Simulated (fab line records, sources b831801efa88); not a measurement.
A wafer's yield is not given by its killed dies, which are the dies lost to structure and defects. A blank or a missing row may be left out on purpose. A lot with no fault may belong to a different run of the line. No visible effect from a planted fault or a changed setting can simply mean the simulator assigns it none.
Comparing a struck lot with a sound one -- flow sky130 -- 15 out of 708 route steps
Sound: these wafers, L670.2, L670.5, L670.6. Struck: wafer L678.5 (L678.3, L678.4, from the same lot, were not struck and are left out); the cause is given at the end.
For every step that has rows: the tool of each side, followed by ch and its chambers, followed by its first start. Under that, the readings that differ: sound wafers -- struck wafers -- difference of the means -- sigmas: that difference in standard deviations of wafers without a fault.
alike: words and numbers the same on both sides, and readings whose means are apart by under 2 such deviations; not compared: readings that were withheld, readings missing a value for some wafer, numbers with overlapping values and no deviation given by the record, and bounds like >300 which may hide the same value.
A row with sigmas, a row that says differs or no value, or rows on one side alone: a step with any of these is where the two part. Numbers that have no deviation but don't overlap get no sigmas and don't part them. A reading missing from all wafers of one side parts the sides only when that side holds two or more wafers.

SKY_VIA2_STRIP_16: strips in O2/N2.
  sound on plasma-asher-03 ch 0,1, day 38 05:13; struck on plasma-asher-04 ch 1, day 40 08:24
  alike: drypump-motor-current-A, oes-product-au, strip-time-to-endpoint-s
  not compared: rf-hours-counter-h
then, 3 steps without rows for these wafers: SKY_VIA2_STRIP_17 (strips in post etch residue remover, time 1200 s); SKY_VIA2_CLEAN_18 (cleans in IPA, time 180 s); SKY_VIA2_CLEAN_19 (cleans in O3/DIW).
SKY_VIA2_SPUTTER_20: material TiN, target thk 20 nm, time 80 s.
  sound on pvd-sputter-02 at day 38 06:09; struck on pvd-sputter-03 at day 40 08:59
  alike: cathode-dc-power-W, throttle-valve-pct
SKY_VIA2_CVD_21: deposits W, target thk 420 nm, time 126.4 s.
  sound on cvd-w-01 ch 0,1, day 38 06:13; struck on cvd-w-02 ch 0, day 40 09:06
reading,sound,struck,difference,sigmas
heater-power-w (W),1009 903 1018,817,-160,-3
  alike: heater-power-outer-w
  not compared: since-wet-clean-h
SKY_VIA2_RS_MEAS_22: measures by four-point-probe.
  sound on film-metro-03 at day 38 06:22; struck on film-metro-03 at day 40 09:14
  alike: VIA2_W_RS
SKY_VIA2_THK_MEAS_23: measures by xrf.
  sound on film-metro-03 at day 38 06:28; struck on film-metro-03 at day 40 09:20
  alike: VIA2_W_THK
then, 1 step without rows for these wafers: SKY_VIA2_CMP_24 (polishes, stops on SiO2, t overpolish 20 s, target thk 0 nm).
SKY_METAL3_SPUTTER_00: material Ti, target thk 15 nm, time 10 s.
  sound on pvd-sputter-01 at day 38 06:49; struck on pvd-sputter-02 at day 40 09:40
  alike: cathode-dc-power-W, throttle-valve-pct
then, 2 steps without rows for these wafers: SKY_METAL3_SPUTTER_01 (material TiN, target thk 20 nm, time 16.7 s); SKY_METAL3_SPUTTER_02 (material AlCu, target thk 735 nm, time 39.1 s).
SKY_METAL3_SPUTTER_03: material Ti, target thk 5 nm, time 3.3 s.
  sound on pvd-sputter-01 at day 38 06:54; struck on pvd-sputter-02 at day 40 09:45
reading,sound,struck,difference,sigmas
model.Ti_of_METAL3_SPUTTER_03.thk-nm (nm),5.032 5.106 5.107,3.404,-1.678,
  alike: cathode-dc-power-W, throttle-valve-pct
SKY_METAL3_SPUTTER_04: material TiN, target thk 70 nm, time 58.3 s.
  sound on pvd-sputter-01 at day 38 06:55; struck on pvd-sputter-02 at day 40 09:46
  alike: cathode-dc-power-W, throttle-valve-pct
SKY_PAD_OPEN_PROBE_99:
  the record has rows for the sound wafers here (prober-02, day 47 08:05) and none for the struck ones

== WHERE THEY PART ==
At SKY_VIA2_CVD_21 first; at SKY_PAD_OPEN_PROBE_99 last (within this record only).

WHY: the cause the simulator had injected
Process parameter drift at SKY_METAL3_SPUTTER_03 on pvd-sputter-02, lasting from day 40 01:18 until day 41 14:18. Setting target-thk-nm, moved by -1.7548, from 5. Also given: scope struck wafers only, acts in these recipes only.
